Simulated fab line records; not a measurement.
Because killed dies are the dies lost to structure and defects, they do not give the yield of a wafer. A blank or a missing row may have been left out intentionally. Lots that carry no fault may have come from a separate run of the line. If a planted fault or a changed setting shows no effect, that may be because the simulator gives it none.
Which tool did it? + flow sky130 + 18 wafers from 6 lots sampled at 3 of the route's 708 steps

## WHAT THE GAUGES READ, wafer by wafer
SKY_NWELL_RS_MEAS_29: the measuring method here is four-point-probe.
| lot  | measured     | on           | NWELL_RS (ohm/sq)                   |
|------|--------------|--------------|-------------------------------------|
| L704 | day 5 15:38  | filmMetro-03 | 625.2 623.9 625.4                   |
| L712 | day 7 16:23  | filmMetro-04 | 622.8 622.8 624.1                   |
| L714 | day 8 14:30  | filmMetro-01 | 640.1 639.4 642.2 641.3 642.5 643.0 |
| L716 | day 8 18:21  | filmMetro-04 | 641.0 642.4 641.1 640.5 641.9 641.5 |
| L719 | day 9 11:29  | filmMetro-04 | 625.8 624.5 624.0                   |
| L726 | day 11 03:56 | filmMetro-03 | 624.8 624.8 625.7                   |

## WHICH TOOL RAN EACH LOT (tool, then ch and the chambers of the sampled wafers, then the start)
| lot  | SKY_FIELD_ISO_ETCH_15            | SKY_NWELL_IMPLANT_13            |
|------|----------------------------------|---------------------------------|
| L704 | rieDiel-04 ch 0,1,2, day 2 08:41 | implanter-02 ch 0, day 4 21:22  |
| L712 | rieDiel-01 ch 0,1, day 4 04:08   | implanter-02 ch 0, day 6 19:43  |
| L714 | rieDiel-03 ch 0,1,3, day 4 16:15 | implanter-01 ch 0, day 7 16:57  |
| L716 | rieDiel-03 ch 2,3, day 4 23:38   | implanter-01 ch 0, day 7 21:27  |
| L719 | rieDiel-04 ch 0,1,2, day 5 19:08 | implanter-04 ch 0, day 8 14:43  |
| L726 | rieDiel-03 ch 0,1,2, day 7 04:53 | implanter-04 ch 0, day 10 03:55 |
- SKY_FIELD_ISO_ETCH_15: etches the open film in CHF3/O2, stops on Si, target depth 180 nm, time 72 s.
- SKY_NWELL_IMPLANT_13

## THE ANSWER, worked out from the rows above alone
Rule: the lots themselves supply what counts as usual. The widest of any qualifying gaps counts: lots, ordered by their means at a reading, are off when they make up no more than a third of the lots, leave a main group of 4 or more, and stand apart from it by 3 or more times the standard deviation of that group's means. A main group is skipped when, at the precision printed for the reading in the tables above, its means are all equal. Also off: a lot with no number at a reading for which 4 or more lots have one. Any other lot the step has rows for is counted as sound.
Off: L714, L716, seen at SKY_NWELL_RS_MEAS_29 (NWELL_RS). For the main group the mean is 624.5 ohm/sq and the standard deviation 0.73.
If a tool, at a process step before that reading, ran all the lots that are off and no sound lot after the first of them, it fits. The gauges at SKY_NWELL_RS_MEAS_29 are tried like those tools. One candidate fits, namely implanter-01 at SKY_NWELL_IMPLANT_13. It ran no sound lot before its first lot that is off in this sample, so the start can't be narrowed down.

## WHAT THE SIMULATOR HAD INSERTED
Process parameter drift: implanter-01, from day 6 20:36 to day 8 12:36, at SKY_NWELL_IMPLANT_13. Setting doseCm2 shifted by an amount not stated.
Lots struck among those shown: L714, L716. The same result came from the rule above.
